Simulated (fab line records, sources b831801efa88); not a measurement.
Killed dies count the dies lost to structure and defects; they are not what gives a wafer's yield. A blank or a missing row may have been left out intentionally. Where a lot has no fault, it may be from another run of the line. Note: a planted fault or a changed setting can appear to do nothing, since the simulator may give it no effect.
Chamber matching / flow gf180mcu / GF_V4_CMP_04 on cmp-02: 4 sister chambers
The step polishes SiO2. 8 wafers are shown with their chamber, then 11 later ones without.

## WAFERS PAIRED WITH THEIR CHAMBERS
wafer=L406.6; chamber=1; motorCurrentA (A)=12.2; headPressurePsi (psi)=3.987
wafer=L408.1; chamber=3; motorCurrentA (A)=16.2; headPressurePsi (psi)=3.999
wafer=L408.2; chamber=1; motorCurrentA (A)=13.4; headPressurePsi (psi)=3.997
wafer=L411.1; chamber=0; motorCurrentA (A)=15.3; headPressurePsi (psi)=3.997
wafer=L411.3; chamber=3; motorCurrentA (A)=14.5; headPressurePsi (psi)=4.007
wafer=L413.2; chamber=0; motorCurrentA (A)=16.2; headPressurePsi (psi)=4.000
wafer=L413.6; chamber=2; motorCurrentA (A)=13.8; headPressurePsi (psi)=4.000
wafer=L417.3; chamber=2; motorCurrentA (A)=13.5; headPressurePsi (psi)=3.996

## WAFERS WHOSE CHAMBER IS MISSING
wafer=L417.4; motorCurrentA (A)=15.5; headPressurePsi (psi)=3.995
wafer=L417.5; motorCurrentA (A)=15.5; headPressurePsi (psi)=4.006
wafer=L419.4; motorCurrentA (A)=15.8; headPressurePsi (psi)=3.984
wafer=L419.5; motorCurrentA (A)=16.1; headPressurePsi (psi)=3.987
wafer=L419.6; motorCurrentA (A)=13.6; headPressurePsi (psi)=4.003
wafer=L424.3; motorCurrentA (A)=15.8; headPressurePsi (psi)=4.000
wafer=L424.4; motorCurrentA (A)=14.3; headPressurePsi (psi)=3.986
wafer=L424.6; motorCurrentA (A)=12.8; headPressurePsi (psi)=4.002
wafer=L425.4; motorCurrentA (A)=13.0; headPressurePsi (psi)=3.996
wafer=L425.5; motorCurrentA (A)=15.6; headPressurePsi (psi)=4.012
wafer=L425.6; motorCurrentA (A)=14.2; headPressurePsi (psi)=4.020

## THE CHAMBER EACH PASSED THROUGH
wafer=L417.4; from the rows above=can't be placed: 0 or 3 or 2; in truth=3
wafer=L417.5; from the rows above=can't be placed: 3 or 0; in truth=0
wafer=L419.4; from the rows above=can't be placed: 0 or 2 or 3 or 1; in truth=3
wafer=L419.5; from the rows above=can't be placed: 0 or 3 or 2 or 1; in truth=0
wafer=L419.6; from the rows above=can't be placed: 2 or 3 or 1 or 0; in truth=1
wafer=L424.3; from the rows above=can't be placed: 0 or 3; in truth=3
wafer=L424.4; from the rows above=can't be placed: 1 or 2 or 0 or 3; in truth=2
wafer=L424.6; from the rows above=can't be placed: 2 or 1 or 3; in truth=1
wafer=L425.4; from the rows above=can't be placed: 1 or 2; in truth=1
wafer=L425.5; from the rows above=can't be placed: 3 or 0 or 2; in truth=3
wafer=L425.6; from the rows above=can't be placed: 3 or 2 or 0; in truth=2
0 of 11 placed correctly. Can't be placed from these rows: 11 (the true chamber is among the candidates in 11). Wrongly placed: 0.
How it was worked out, from the rows above alone: a wafer's distance from a chamber is the root of the sum, over the readings, of the square of ((its reading less the chamber's mean) divided by the reading's scatter). If the next closest chamber is less than 2 further off than the closest, the wafer can't be placed; otherwise it belongs to the closest. The mean given for a chamber averages the wafers shown for that chamber. How the scatter is found: for the shown wafers, subtract from each reading the mean of its chamber, square and add these, divide the total by (wafers less chambers), then take the root.
